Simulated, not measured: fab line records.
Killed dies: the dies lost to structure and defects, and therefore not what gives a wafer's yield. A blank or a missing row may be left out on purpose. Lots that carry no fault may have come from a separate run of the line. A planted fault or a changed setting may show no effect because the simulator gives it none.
What tool caused it? | flow gf180mcu | 12 lots with 36 wafers sampled at 6 steps, on a route of 602 steps

== WHAT EACH GAUGE READ, for each wafer ==
GF_POLY_GATE_THK_MEAS_01.
lot  | measured     | on            | POLY_GATE_CVD_00_THK (nm)
L874 | day 8 09:18  | film metro-04 | 200.0 201.1 201.0
L877 | day 9 12:07  | film metro-02 | 201.6 200.2 199.3
L878 | day 10 00:40 | film metro-02 | 197.9 198.5 198.3
L879 | day 10 00:40 | film metro-01 | 196.3 197.1 196.1
L880 | day 10 14:14 | film metro-04 | 167.1 168.9 168.4
L881 | day 10 20:22 | film metro-02 | 172.3 172.4 172.5
L891 | day 13 09:10 | film metro-02 | 197.0 197.2 198.0
L892 | day 13 12:40 | film metro-01 | 199.5 200.5 199.3
L894 | day 14 00:56 | film metro-01 | 199.0 198.2 198.8
L895 | day 14 10:13 | film metro-01 | 199.3 197.5 196.7
L896 | day 14 16:24 | film metro-02 | 199.6 198.8 198.3
L897 | day 15 03:24 | film metro-02 | 198.0 197.1 196.2

GF_POLY_GATE_CD_MEAS_10: target cd 280 nm.
lot  | measured     | on        | cd nm (nm)
L874 | day 9 02:19  | cd sem-01 | 280.4 280.2 281.7
L877 | day 10 04:04 | cd sem-01 | 280.8 279.1 280.3
L878 | day 10 17:43 | cd sem-02 | 280.3 281.3 279.9
L879 | day 10 17:52 | cd sem-02 | 282.3 281.5 280.8
L880 | day 11 07:41 | cd sem-01 | 280.7 279.8 281.3
L881 | day 11 14:44 | cd sem-02 | 281.5 281.8 282.2
L891 | day 14 05:41 | cd sem-01 | 278.6 279.5 278.6
L892 | day 14 09:32 | cd sem-02 | 280.6 281.0 279.7
L894 | day 14 21:41 | cd sem-02 | 279.7 280.1 279.8
L895 | day 15 07:29 | cd sem-01 | 281.4 279.8 280.3
L896 | day 15 14:36 | cd sem-01 | 278.0 278.8 280.3
L897 | day 16 01:32 | cd sem-01 | 281.8 281.3 282.5

GF_POLY_GATE_OVL_MEAS_11.
lot  | measured     | on         | POLY_GATE_OVL (nm)
L874 | day 9 02:25  | overlay-01 | 5 1 3
L877 | day 10 04:11 | overlay-02 | -1 3 -2
L878 | day 10 17:50 | overlay-02 | -7 -11 -7
L879 | day 10 17:58 | overlay-02 | 5 4 3
L880 | day 11 07:49 | overlay-02 | -3 -3 1
L881 | day 11 14:52 | overlay-01 | -1 -2 -3
L891 | day 14 05:47 | overlay-01 | -2 -2 -1
L892 | day 14 09:38 | overlay-01 | 2 -4 -5
L894 | day 14 21:47 | overlay-02 | -5 -5 -3
L895 | day 15 07:35 | overlay-01 | 2 1 0
L896 | day 15 14:42 | overlay-02 | -7 -5 -12
L897 | day 16 01:40 | overlay-01 | 5 1 2

GF_HV_LDD_CD_MEAS_07: target cd 400 nm.
lot  | measured     | on        | cd nm (nm)
L874 | day 9 23:30  | cd sem-01 | 399.0 400.3 399.4
L877 | day 11 05:07 | cd sem-02 | 400.6 399.0 399.0
L878 | day 11 14:49 | cd sem-01 | 400.7 399.7 400.8
L879 | day 11 15:03 | cd sem-02 | 398.7 397.3 397.2
L880 | day 12 04:01 | cd sem-02 | 403.4 401.2 401.3
L881 | day 12 12:26 | cd sem-02 | 397.9 397.1 397.0
L891 | day 15 04:33 | cd sem-02 | 398.5 396.6 398.2
L892 | day 15 08:27 | cd sem-02 | 400.4 400.8 401.5
L894 | day 15 21:06 | cd sem-01 | 400.5 403.7 402.0
L895 | day 16 09:35 | cd sem-01 | 396.3 399.4 397.7
L896 | day 16 14:07 | cd sem-01 | 396.0 398.7 397.1
L897 | day 17 02:22 | cd sem-02 | 402.1 401.4 397.4

== TOOL THAT RAN EACH LOT (tool first, then ch and the chambers of the sampled wafers, then the start) ==
lot  | GF_POLY_GATE_CVD_00         | GF_POLY_GATE_ETCH_13
L874 | lpcvd-02 ch 1, day 8 07:57  | rie si-01 ch 0,3, day 9 02:30
L877 | lpcvd-01 ch 1, day 9 10:47  | rie si-01 ch 0,1,2, day 10 04:16
L878 | lpcvd-02 ch 0, day 9 23:20  | rie si-01 ch 1,2,3, day 10 17:55
L879 | lpcvd-02 ch 0, day 9 23:20  | rie si-02 ch 0,2, day 10 18:03
L880 | lpcvd-02 ch 1, day 10 12:55 | rie si-02 ch 0,1,3, day 11 07:54
L881 | lpcvd-02 ch 1, day 10 18:22 | rie si-01 ch 1,2, day 11 14:57
L891 | lpcvd-02 ch 0, day 13 07:49 | rie si-01 ch 0,2,3, day 14 05:52
L892 | lpcvd-02 ch 0, day 13 11:19 | rie si-01 ch 0,1,2, day 14 09:43
L894 | lpcvd-01 ch 0, day 13 23:35 | rie si-01 ch 0,2,3, day 14 21:52
L895 | lpcvd-01 ch 0, day 14 08:53 | rie si-02 ch 0,3, day 15 07:40
L896 | lpcvd-02 ch 1, day 14 15:03 | rie si-01 ch 0,3, day 15 14:46
L897 | lpcvd-02 ch 1, day 15 02:04 | rie si-02 ch 1,2,3, day 16 01:44
- GF_POLY_GATE_CVD_00: deposits poly-Si, target thk 200 nm, time 1200 s.
- GF_POLY_GATE_ETCH_13: etches poly-Si in HBr/Cl2, stops on SiO2, target depth 198.5 nm, time 69.6 s.

== WHAT THE TOOLS THEMSELVES READ (means of the sampled wafers that have a number; where no wafer has one, the mark that the record gives instead) ==
GF_POLY_GATE_CVD_00.
lot  | tool     | spike tc bottom C (C) | spike tc centre C (C) | spike tc lower C (C) | spike tc top C (C) | spike tc upper C (C) | susceptor temp C (C) | zone power bottom pct (%)
L874 | lpcvd-02 | 642.8                 | 622.6                 | 620.9                | 636.7              | 620.4                | 619.98               | 13.1
L877 | lpcvd-01 | 645.6                 | 619.6                 | 621.3                | 640.4              | 619.1                | 619.81               | 15.0
L878 | lpcvd-02 | 645.2                 | 619.0                 | 619.0                | 638.4              | 619.7                | 620.24               | 14.1
L879 | lpcvd-02 | 645.3                 | 620.6                 | 619.3                | 638.3              | 618.9                | 620.21               | 14.0
L880 | lpcvd-02 | 636.3                 | 616.1                 | 613.0                | 630.6              | 613.5                | 613.46               | 12.7
L881 | lpcvd-02 | 637.7                 | 615.9                 | 613.5                | 629.4              | 612.8                | 613.40               | 12.8
L891 | lpcvd-02 | 646.0                 | 620.1                 | 621.0                | 637.7              | 618.7                | 619.49               | 14.1
L892 | lpcvd-02 | 645.3                 | 619.5                 | 620.0                | 638.4              | 618.5                | 620.35               | 14.1
L894 | lpcvd-01 | 644.4                 | 620.2                 | 618.6                | 636.0              | 619.5                | 619.57               | 12.1
L895 | lpcvd-01 | 643.5                 | 621.2                 | 619.0                | 637.9              | 617.8                | 619.73               | 12.3
L896 | lpcvd-02 | 644.7                 | 622.6                 | 620.4                | 636.7              | 620.6                | 619.65               | 13.0
L897 | lpcvd-02 | 643.3                 | 621.5                 | 619.1                | 636.9              | 620.7                | 619.59               | 13.2

GF_POLY_GATE_ETCH_13.
lot  | tool      | drypump motor current A (A) | oes product au (a.u.) | throttle valve pct (%)
L874 | rie si-01 | 5.8                         | 0.977                 | 33.680
L877 | rie si-01 | 5.4                         | 0.991                 | 33.682
L878 | rie si-01 | 5.7                         | 0.977                 | 33.682
L879 | rie si-02 | 6.0                         | 0.979                 | 33.673
L880 | rie si-02 | 5.6                         | 0.887                 | 33.679
L881 | rie si-01 | 5.5                         | 0.904                 | 33.681
L891 | rie si-01 | 5.7                         | 0.988                 | 33.687
L892 | rie si-01 | 5.4                         | 0.994                 | 33.673
L894 | rie si-01 | 5.7                         | 0.989                 | 33.684
L895 | rie si-02 | 5.7                         | 0.988                 | 33.681
L896 | rie si-01 | 5.8                         | 0.991                 | 33.682
L897 | rie si-02 | 6.0                         | 0.987                 | 33.686

== THE ANSWER, worked out from the rows above alone ==
Rule: the usual values come from the lots themselves. Put in order of their means at a reading, lots are off if they are a third of the lots or fewer, leave a main group of 4 or more, and stand apart from it by a gap of 3 or more times the standard deviation of the main group's means; of several such gaps the widest counts. The tables above print the reading to a certain number of digits; a main group whose means all agree to those digits is not used. Also off: a lot with no number at a reading for which 4 or more lots have one. Any other lot the step has rows for is counted as sound. The gauges are gone through in route order, then the tools' own readings, and for those a lot's mean is taken as printed above. The first step at which some lot is off is used, and at that step the reading that is off furthest; a lot without a number counts as furthest.
Off: L880, L881, seen at GF_POLY_GATE_THK_MEAS_01 (POLY_GATE_CVD_00_THK). The main group has a mean of 198.5 nm with a standard deviation of 1.3.
A tool fits if, at a process step before that reading, it ran every lot that is off, and no sound lot after the first of them. The gauges at GF_POLY_GATE_THK_MEAS_01 aren't tried: what is off there is off at GF_POLY_GATE_CVD_00 too, on other tools, and a gauge's error can't cause that. None of those tried fits.

== WHAT THE SIMULATOR PUT IN ==
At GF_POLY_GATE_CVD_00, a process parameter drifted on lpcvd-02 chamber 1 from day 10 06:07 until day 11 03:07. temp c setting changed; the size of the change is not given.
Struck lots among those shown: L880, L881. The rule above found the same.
